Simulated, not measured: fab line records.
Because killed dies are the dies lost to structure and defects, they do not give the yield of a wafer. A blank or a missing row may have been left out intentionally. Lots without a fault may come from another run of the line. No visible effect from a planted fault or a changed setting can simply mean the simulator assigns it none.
Check for tools in common + flow gf180mcu + 14 lots, 42 wafers sampled

## THE REASON FOR OPENING IT
2 of 14 lots carry a flag on the reading V2_W_RS at GF_V2_RS_MEAS_24. Wafers without a fault read 0.328 ohm/sq, standard deviation 0.0036.
Rule: flag the lot when none of its wafers has a number, or when each of its wafers that has one lies beyond 4 standard deviations from that mean. The rest of the lots are taken to be sound.

| lot  | measured     | on            | V2_W_RS (ohm/sq), wafer by wafer | flag    |
|------|--------------|---------------|----------------------------------|---------|
| L246 | day 19 21:55 | film-metro-03 | 0.328 0.323 0.322                |         |
| L247 | day 20 10:05 | film-metro-04 | 0.326 0.326 0.331                |         |
| L248 | day 20 22:13 | film-metro-01 | 0.329 0.330 0.323                |         |
| L249 | day 21 06:00 | film-metro-01 | 0.326 0.330 0.336                |         |
| L251 | day 22 09:41 | film-metro-03 | 0.332 0.325 0.331                |         |
| L253 | day 23 02:42 | film-metro-01 | 43.650 44.006 43.677             | FLAGGED |
| L254 | day 23 09:05 | film-metro-03 | 44.569 44.385 43.746             | FLAGGED |
| L262 | day 26 01:23 | film-metro-03 | 0.329 0.330 0.325                |         |
| L263 | day 26 08:05 | film-metro-04 | 0.327 0.327 0.329                |         |
| L264 | day 27 00:23 | film-metro-04 | 0.329 0.330 0.325                |         |
| L265 | day 27 02:18 | film-metro-04 | 0.330 0.325 0.330                |         |
| L266 | day 27 03:55 | film-metro-03 | 0.325 0.325 0.332                |         |
| L267 | day 27 13:15 | film-metro-04 | 0.325 0.325 0.330                |         |
| L268 | day 27 21:33 | film-metro-01 | 0.329 0.328 0.327                |         |
Averaged over the flagged lots the numbers come to 44.005 ohm/sq, +43.677 ohm/sq from the usual (+99 or more standard deviations).

## LOT BY LOT: THE TOOL USED
2 process steps preceding the reading are held in the record, out of 602 steps in the route. In each cell: the tool, then ch and the chambers that the sampled wafers went through, then the start.
| lot  | flag    | GF_M2_STRIP_17                       | GF_V2_CVD_23                  |
|------|---------|--------------------------------------|-------------------------------|
| L246 |         | plasma-asher-02 ch 0,1, day 18 19:45 | cvd-w-01 ch 0,1, day 19 21:48 |
| L247 |         | plasma-asher-04 ch 0,1, day 19 07:19 | cvd-w-02 ch 0,1, day 20 09:56 |
| L248 |         | plasma-asher-04 ch 0,1, day 19 20:02 | cvd-w-01 ch 0,1, day 20 22:07 |
| L249 |         | plasma-asher-04 ch 0,1, day 20 03:20 | cvd-w-01 ch 0,1, day 21 05:52 |
| L251 |         | plasma-asher-04 ch 0,1, day 21 07:16 | cvd-w-02 ch 0,1, day 22 09:34 |
| L253 | FLAGGED | plasma-asher-04 ch 0,1, day 22 00:22 | cvd-w-01 ch 0, day 23 02:34   |
| L254 | FLAGGED | plasma-asher-01 ch 0,1, day 22 07:34 | cvd-w-01 ch 0,1, day 23 08:58 |
| L262 |         | plasma-asher-02 ch 0,1, day 24 21:50 | cvd-w-02 ch 0,1, day 26 01:16 |
| L263 |         | plasma-asher-02 ch 0,1, day 25 08:40 | cvd-w-02 ch 0,1, day 26 07:58 |
| L264 |         | plasma-asher-01 ch 0,1, day 26 01:34 | cvd-w-01 ch 0,1, day 27 00:14 |
| L265 |         | plasma-asher-04 ch 0,1, day 26 03:40 | cvd-w-01 ch 0,1, day 27 02:11 |
| L266 |         | plasma-asher-02 ch 0,1, day 26 04:55 | cvd-w-01 ch 0,1, day 27 03:47 |
| L267 |         | plasma-asher-01 ch 0,1, day 26 14:43 | cvd-w-02 ch 0,1, day 27 13:07 |
| L268 |         | plasma-asher-02 ch 0,1, day 26 23:16 | cvd-w-02 ch 0,1, day 27 21:25 |
What these steps do:
- GF_M2_STRIP_17: strips in O2/N2.
- GF_V2_CVD_23: deposits W, target thk 350 nm, time 104.94 s.
- GF_V2_RS_MEAS_24: measures by four-point-probe.

## FLAGGED OVER TOTAL, TOOL BY TOOL (the gauges that took the reading come last)
| step             | tool            | lots run | flagged | share of the flagged lots | sound lots run after its first flagged lot |
|------------------|-----------------|----------|---------|---------------------------|--------------------------------------------|
| GF_M2_STRIP_17   | plasma-asher-01 | 3        | 1       | some                      | 2 (L264,L267)                              |
| GF_M2_STRIP_17   | plasma-asher-02 | 5        | 0       | none                      | -                                          |
| GF_M2_STRIP_17   | plasma-asher-04 | 6        | 1       | some                      | 1 (L265)                                   |
| GF_V2_CVD_23     | cvd-w-01        | 8        | 2       | all                       | 3 (L264,L265,L266)                         |
| GF_V2_CVD_23     | cvd-w-02        | 6        | 0       | none                      | -                                          |
| GF_V2_RS_MEAS_24 | film-metro-01   | 4        | 1       | some                      | 1 (L268)                                   |
| GF_V2_RS_MEAS_24 | film-metro-03   | 5        | 1       | some                      | 2 (L262,L266)                              |
| GF_V2_RS_MEAS_24 | film-metro-04   | 5        | 0       | none                      | -                                          |

## THE TABLE: WHAT IT ALLOWS
In the table, 1 row covers all flagged lots: cvd-w-01 at GF_V2_CVD_23.
- cvd-w-01 at GF_V2_CVD_23: 2 of its 8 lots flagged. Sound lots ran on it after the first flagged one (L264, L265, L266), which a lasting fault on the whole tool wouldn't allow. On the flagged lots its readings are blank where sound lots have values: chamber-pressure-Torr, heater-power-outer-w, heater-power-w.
No row of the table ran every flagged lot and no sound lot after the first.

## WHAT THE SIMULATOR PUT IN
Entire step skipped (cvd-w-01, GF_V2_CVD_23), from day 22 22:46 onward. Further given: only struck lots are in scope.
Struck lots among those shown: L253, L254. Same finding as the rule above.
